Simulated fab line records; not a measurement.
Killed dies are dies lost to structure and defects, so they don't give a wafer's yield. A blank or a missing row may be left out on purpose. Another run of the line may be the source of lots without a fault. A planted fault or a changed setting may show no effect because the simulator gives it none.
One fault seen from 2 desks || flow sky130 || only its own numbers are on each desk; what lay behind them is given at the end

== AT THE METROLOGY DESK ==
Lot by lot, what the gauges showed, no matter which tool ran the lot: averages of those sampled wafers that carry a number. The brackets show how far a lot's mean lies from the usual mean; more than 4 standard deviations puts the lot out of limits, marked OUT.
Columns: A = PAD_OPEN_BOW at SKY_PAD_OPEN_BOW_MEAS_13, usual 47 um
{"lot": "L160", "first seen here": "day 45 12:28", "A": 63}
{"lot": "L164", "first seen here": "day 47 03:39", "A": 48}
{"lot": "L162", "first seen here": "day 47 04:01", "A": 46}
{"lot": "L165", "first seen here": "day 47 05:37", "A": 61}
{"lot": "L166", "first seen here": "day 47 07:27", "A": 54}
{"lot": "L167", "first seen here": "day 47 13:46", "A": 54}
{"lot": "L168", "first seen here": "day 47 14:13", "A": 42}
{"lot": "L170", "first seen here": "day 48 07:28", "A": 48}
{"lot": "L171", "first seen here": "day 48 14:41", "A": 54}
{"lot": "L172", "first seen here": "day 48 22:19", "A": 49}
{"lot": "L179", "first seen here": "day 50 06:56", "A": 45}
{"lot": "L180", "first seen here": "day 50 13:16", "A": 39}
{"lot": "L182", "first seen here": "day 50 15:38", "A": 41}
This desk's finding: nothing out of limits on any of the 13 lots.

== TOOL OWNER'S DESK, wet_bench-03 ==
The tool's own readings at SKY_CONTACT_STRIP_20 (strips in post etch residue remover, time 1200 s): means of the sampled wafers that have a number, for each lot that ran on this tool. The brackets show how far a lot's mean lies from the usual mean; more than 4 standard deviations puts the lot out of limits, marked OUT.
Columns: A = temp_c at SKY_CONTACT_STRIP_20, usual 72.49 C
{"lot": "L165", "first seen here": "day 33 11:55", "A": 72.39}
{"lot": "L166", "first seen here": "day 33 17:01", "A": 72.39}
{"lot": "L170", "first seen here": "day 34 21:25", "A": 72.47}
{"lot": "L171", "first seen here": "day 35 10:14", "A": 72.41}
{"lot": "L179", "first seen here": "day 37 21:50", "A": 72.54}
{"lot": "L180", "first seen here": "day 38 06:43", "A": 72.41}
This desk's finding: nothing out of limits on any of the 6 lots.

== TAKEN TOGETHER ==
At the metrology desk, nothing out of limits was observed.
The tool owner's desk saw nothing out of limits.

== WHAT THE SIMULATOR HAD PUT IN ==
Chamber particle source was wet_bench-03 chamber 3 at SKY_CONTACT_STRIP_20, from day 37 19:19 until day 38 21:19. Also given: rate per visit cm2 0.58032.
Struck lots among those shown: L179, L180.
